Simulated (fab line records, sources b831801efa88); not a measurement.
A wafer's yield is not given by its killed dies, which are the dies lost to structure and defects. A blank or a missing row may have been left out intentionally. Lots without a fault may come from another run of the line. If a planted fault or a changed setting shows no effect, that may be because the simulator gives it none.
One fault seen from 2 desks -- flow gf180mcu -- numbers are kept per desk, each desk with only its own; the story behind them comes last

== AT THE METROLOGY DESK ==
What the gauges read, lot by lot, whatever tool the lot ran on: means of the sampled wafers that have a number. Marked OUT: a lot whose mean sits more than 4 standard deviations from the usual mean, which makes it out of limits; the brackets give that distance.
Columns: A = CONTACT_CVD_00_THK at GF_CONTACT_THK_MEAS_01, usual 299 nm
lot,first seen here,A
L436,day 14 22:20,302
L437,day 15 14:13,298
L438,day 15 19:28,297
L440,day 16 19:00,299
L441,day 17 10:39,301
L442,day 17 13:45,303
L443,day 17 20:34,297
L445,day 18 07:52,302
L446,day 18 13:07,297
L453,day 21 03:43,252 (-15) OUT
L454,day 21 10:48,253 (-15) OUT
L459,day 23 08:19,300
This desk reports L453, L454 out of limits; the earliest was L453 at day 21 03:43 (CONTACT_CVD_00_THK at GF_CONTACT_THK_MEAS_01). In limits: L436, L437, L438, L440, L441, L442, L443, L445, L446, L459.

== THE TOOL OWNER'S DESK: hdpcvd-02 ==
The tool's own readings at GF_CONTACT_CVD_00 (deposits SiO2, target thk 300 nm, time 50 s): means of the sampled wafers that have a number, for each lot that ran on this tool. Marked OUT: a lot whose mean sits more than 4 standard deviations from the usual mean, which makes it out of limits; the brackets give that distance.
Columns: A = sih4 flow sccm at GF_CONTACT_CVD_00, usual 60.01 sccm
lot,first seen here,A
L438,day 15 19:25,59.98
L441,day 17 10:35,59.77
L443,day 17 20:30,60.09
L445,day 18 07:49,60.12
L446,day 18 13:04,60.01
L453,day 21 03:40,51.10 (-52) OUT
L454,day 21 10:44,50.98 (-53) OUT
Finding of this desk: L453, L454 out of limits; the first was L453 at day 21 03:40, on sih4 flow sccm at GF_CONTACT_CVD_00. In limits: L438, L441, L443, L445, L446.

== TAKEN TOGETHER ==
On L453, L454, at day 21 03:40, an alarm was possible from the tool owner's desk.
At day 21 03:43 the metrology desk could have sounded an alarm, on L453, L454.
Of the lots named, all ran GF_CONTACT_CVD_00 on hdpcvd-02.

== WHAT THE SIMULATOR HAD PUT IN ==
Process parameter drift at GF_CONTACT_CVD_00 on hdpcvd-02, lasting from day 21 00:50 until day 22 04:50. Setting sih4 flow sccm, moved by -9, from 60. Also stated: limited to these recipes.
Shown lots that were struck: L453, L454.
Time in hours from fault onset to the first out-of-limits reading at each desk: tool owner's desk 3, metrology desk 3.
